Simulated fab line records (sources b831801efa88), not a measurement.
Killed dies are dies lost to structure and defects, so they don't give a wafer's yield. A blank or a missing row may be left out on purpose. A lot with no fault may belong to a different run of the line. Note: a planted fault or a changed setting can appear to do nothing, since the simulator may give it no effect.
What tool caused it? / flow sky130 / 14 lots with 42 wafers sampled at 4 steps, on a route of 708 steps

== WHAT EACH GAUGE READ, for each wafer ==
SKY_NWELL_OVL_MEAS_23.
lot=L799; measured=day 6 01:34; on=overlay-02; NWELL_01_OVL (nm)=-2.2 -1.7 -1.2
lot=L808; measured=day 8 07:40; on=overlay-02; NWELL_01_OVL (nm)=0.9 -0.4 1.7
lot=L809; measured=day 8 15:50; on=overlay-02; NWELL_01_OVL (nm)=2.4 2.3 1.0
lot=L810; measured=day 8 20:23; on=overlay-02; NWELL_01_OVL (nm)=0.0 -0.9 -1.2
lot=L811; measured=day 9 03:37; on=overlay-01; NWELL_01_OVL (nm)=-0.9 -2.0 -3.2
lot=L812; measured=day 9 07:58; on=overlay-01; NWELL_01_OVL (nm)=0.3 -0.3 -1.0
lot=L813; measured=day 9 14:04; on=overlay-01; NWELL_01_OVL (nm)=-3.5 -2.3 -3.0
lot=L814; measured=day 9 19:20; on=overlay-02; NWELL_01_OVL (nm)=0.7 -0.1 0.0
lot=L815; measured=day 10 01:39; on=overlay-01; NWELL_01_OVL (nm)=-0.4 -0.5 0.3
lot=L816; measured=day 10 04:52; on=overlay-01; NWELL_01_OVL (nm)=-0.2 -0.7 -0.3
lot=L818; measured=day 10 18:36; on=overlay-02; NWELL_01_OVL (nm)=-1.0 0.0 -0.3
lot=L819; measured=day 11 00:58; on=overlay-02; NWELL_01_OVL (nm)=0.1 0.4 -0.5

SKY_VT_ADJUST_LVTN_OVL_MEAS_18.
lot=L799; measured=day 8 15:16; on=overlay-02; VT_ADJUST_LVTN_01_OVL (nm)=-0.9 0.1 0.4
lot=L808; measured=day 11 01:52; on=overlay-01; VT_ADJUST_LVTN_01_OVL (nm)=0.1 -0.7 -1.4
lot=L809; measured=day 11 09:13; on=overlay-02; VT_ADJUST_LVTN_01_OVL (nm)=0.0 -0.9 -1.3
lot=L810; measured=day 11 14:34; on=overlay-01; VT_ADJUST_LVTN_01_OVL (nm)=0.0 1.3 1.9
lot=L811; measured=day 11 23:28; on=overlay-02; VT_ADJUST_LVTN_01_OVL (nm)=0.3 -0.4 0.0
lot=L812; measured=day 12 03:31; on=overlay-02; VT_ADJUST_LVTN_01_OVL (nm)=-0.3 1.1 0.2
lot=L813; measured=day 12 09:25; on=overlay-01; VT_ADJUST_LVTN_01_OVL (nm)=-0.5 -1.2 0.4
lot=L814; measured=day 12 16:09; on=overlay-02; VT_ADJUST_LVTN_01_OVL (nm)=2.6 0.5 2.8
lot=L815; measured=day 12 23:46; on=overlay-02; VT_ADJUST_LVTN_01_OVL (nm)=-0.1 -2.5 0.0
lot=L816; measured=day 13 04:34; on=overlay-02; VT_ADJUST_LVTN_01_OVL (nm)=1.5 2.3 2.0
lot=L818; measured=day 13 19:52; on=overlay-02; VT_ADJUST_LVTN_01_OVL (nm)=-0.5 0.3 -0.2
lot=L819; measured=day 14 04:25; on=overlay-01; VT_ADJUST_LVTN_01_OVL (nm)=-1.0 -0.6 -2.0

== EACH LOT AND THE TOOL THAT RAN IT (in order: tool; ch and the chambers of the sampled wafers; start) ==
lot=L799; SKY_FIELD_ISO_OXIDATION_22=furnace-02 ch 0, day 2 21:50; SKY_VT_ADJUST_HVTP_STRIP_10=plasma asher-03 ch 0,1, day 6 21:59
lot=L803; SKY_FIELD_ISO_OXIDATION_22=furnace-01, day 3 18:38; SKY_VT_ADJUST_HVTP_STRIP_10=-
lot=L804; SKY_FIELD_ISO_OXIDATION_22=furnace-02, day 3 22:32; SKY_VT_ADJUST_HVTP_STRIP_10=-
lot=L808; SKY_FIELD_ISO_OXIDATION_22=furnace-02 ch 0, day 4 20:40; SKY_VT_ADJUST_HVTP_STRIP_10=plasma asher-03 ch 0,1, day 9 05:52
lot=L809; SKY_FIELD_ISO_OXIDATION_22=furnace-02 ch 0, day 5 00:56; SKY_VT_ADJUST_HVTP_STRIP_10=plasma asher-01 ch 0,1, day 9 13:22
lot=L810; SKY_FIELD_ISO_OXIDATION_22=furnace-02 ch 0, day 5 06:22; SKY_VT_ADJUST_HVTP_STRIP_10=plasma asher-04 ch 0,1, day 9 18:20
lot=L811; SKY_FIELD_ISO_OXIDATION_22=furnace-02 ch 0, day 5 12:16; SKY_VT_ADJUST_HVTP_STRIP_10=plasma asher-04 ch 0,1, day 10 02:17
lot=L812; SKY_FIELD_ISO_OXIDATION_22=furnace-02 ch 0, day 5 17:04; SKY_VT_ADJUST_HVTP_STRIP_10=plasma asher-01 ch 0,1, day 10 05:49
lot=L813; SKY_FIELD_ISO_OXIDATION_22=furnace-02 ch 0, day 5 22:23; SKY_VT_ADJUST_HVTP_STRIP_10=plasma asher-04 ch 0,1, day 10 11:58
lot=L814; SKY_FIELD_ISO_OXIDATION_22=furnace-01 ch 0, day 6 03:16; SKY_VT_ADJUST_HVTP_STRIP_10=plasma asher-04 ch 0,1, day 10 17:55
lot=L815; SKY_FIELD_ISO_OXIDATION_22=furnace-02 ch 0, day 6 07:47; SKY_VT_ADJUST_HVTP_STRIP_10=plasma asher-01 ch 0,1, day 11 00:46
lot=L816; SKY_FIELD_ISO_OXIDATION_22=furnace-02 ch 0, day 6 13:02; SKY_VT_ADJUST_HVTP_STRIP_10=plasma asher-01 ch 0, day 11 04:25
lot=L818; SKY_FIELD_ISO_OXIDATION_22=furnace-02 ch 0, day 6 23:57; SKY_VT_ADJUST_HVTP_STRIP_10=plasma asher-04 ch 0,1, day 11 18:04
lot=L819; SKY_FIELD_ISO_OXIDATION_22=furnace-01 ch 0, day 7 05:23; SKY_VT_ADJUST_HVTP_STRIP_10=plasma asher-03 ch 0,1, day 12 01:16
- SKY_FIELD_ISO_OXIDATION_22: stabilise 600 s, purge 300 s, target thk 10 nm.
- SKY_VT_ADJUST_HVTP_STRIP_10: strips in O2/N2.

== WHAT THE TOOLS THEMSELVES READ (means of the sampled wafers that have a number; where no wafer has one, the mark that the record gives instead) ==
SKY_FIELD_ISO_OXIDATION_22.
lot=L799; tool=furnace-02; ox temp c (C)=950.2; ox temp c max=954.4; spike tc lower C (C)=948.8
lot=L803; tool=furnace-01; ox temp c (C)=-; ox temp c max=-; spike tc lower C (C)=-
lot=L804; tool=furnace-02; ox temp c (C)=-; ox temp c max=-; spike tc lower C (C)=-
lot=L808; tool=furnace-02; ox temp c (C)=950.1; ox temp c max=954.1; spike tc lower C (C)=948.8
lot=L809; tool=furnace-02; ox temp c (C)=949.7; ox temp c max=953.9; spike tc lower C (C)=950.2
lot=L810; tool=furnace-02; ox temp c (C)=950.3; ox temp c max=954.2; spike tc lower C (C)=949.8
lot=L811; tool=furnace-02; ox temp c (C)=950.1; ox temp c max=955.0; spike tc lower C (C)=948.7
lot=L812; tool=furnace-02; ox temp c (C)=950.6; ox temp c max=955.4; spike tc lower C (C)=950.3
lot=L813; tool=furnace-02; ox temp c (C)=950.0; ox temp c max=954.3; spike tc lower C (C)=949.3
lot=L814; tool=furnace-01; ox temp c (C)=950.3; ox temp c max=953.3; spike tc lower C (C)=947.9
lot=L815; tool=furnace-02; ox temp c (C)=949.4; ox temp c max=954.1; spike tc lower C (C)=949.4
lot=L816; tool=furnace-02; ox temp c (C)=949.7; ox temp c max=953.1; spike tc lower C (C)=949.6
lot=L818; tool=furnace-02; ox temp c (C)=950.4; ox temp c max=954.1; spike tc lower C (C)=948.5
lot=L819; tool=furnace-01; ox temp c (C)=950.6; ox temp c max=953.4; spike tc lower C (C)=949.1

SKY_VT_ADJUST_HVTP_STRIP_10.
lot=L799; tool=plasma asher-03; drypump motor current A (A)=5.7; oes product au (a.u.)=0.714; strip time to endpoint s (s)=14.17
lot=L808; tool=plasma asher-03; drypump motor current A (A)=5.5; oes product au (a.u.)=0.713; strip time to endpoint s (s)=14.17
lot=L809; tool=plasma asher-01; drypump motor current A (A)=6.1; oes product au (a.u.)=0.715; strip time to endpoint s (s)=14.16
lot=L810; tool=plasma asher-04; drypump motor current A (A)=5.8; oes product au (a.u.)=0.719; strip time to endpoint s (s)=14.19
lot=L811; tool=plasma asher-04; drypump motor current A (A)=5.8; oes product au (a.u.)=0.715; strip time to endpoint s (s)=14.20
lot=L812; tool=plasma asher-01; drypump motor current A (A)=5.8; oes product au (a.u.)=0.722; strip time to endpoint s (s)=14.20
lot=L813; tool=plasma asher-04; drypump motor current A (A)=5.8; oes product au (a.u.)=0.715; strip time to endpoint s (s)=14.19
lot=L814; tool=plasma asher-04; drypump motor current A (A)=5.7; oes product au (a.u.)=0.721; strip time to endpoint s (s)=14.13
lot=L815; tool=plasma asher-01; drypump motor current A (A)=5.9; oes product au (a.u.)=0.715; strip time to endpoint s (s)=14.21
lot=L816; tool=plasma asher-01; drypump motor current A (A)=6.3; oes product au (a.u.)=0.720; strip time to endpoint s (s)=14.25
lot=L818; tool=plasma asher-04; drypump motor current A (A)=5.8; oes product au (a.u.)=0.717; strip time to endpoint s (s)=14.20
lot=L819; tool=plasma asher-03; drypump motor current A (A)=5.4; oes product au (a.u.)=0.718; strip time to endpoint s (s)=14.20

== THE ANSWER, worked out from the rows above alone ==
Rule: what is usual is taken from the lots themselves. The widest of any qualifying gaps counts: lots, ordered by their means at a reading, are off when they make up no more than a third of the lots, leave a main group of 4 or more, and stand apart from it by 3 or more times the standard deviation of that group's means. If all means in a main group match to the digits the tables above print for the reading, that group is not used. A lot without any number at a reading at which 4 lots or more have one is off too. Any other lot the step has rows for is counted as sound. Order of review: gauges by route order, followed by the tools' own readings, for which a lot's mean as printed above is used. At the first step where some lot is off, the reading lying furthest off is the one used; lots without a number count as furthest.
Off: L803, L804 (SKY_FIELD_ISO_OXIDATION_22, ox temp c). Without a number there: L803, L804. Mean 950.1 C and standard deviation 0.35 in the main group.
A tool fits if, at that step or a process step before it, it ran every lot that is off, and no sound lot after the first of them. Of those tried, none fits.

== WHAT WAS PUT IN BY THE SIMULATOR ==
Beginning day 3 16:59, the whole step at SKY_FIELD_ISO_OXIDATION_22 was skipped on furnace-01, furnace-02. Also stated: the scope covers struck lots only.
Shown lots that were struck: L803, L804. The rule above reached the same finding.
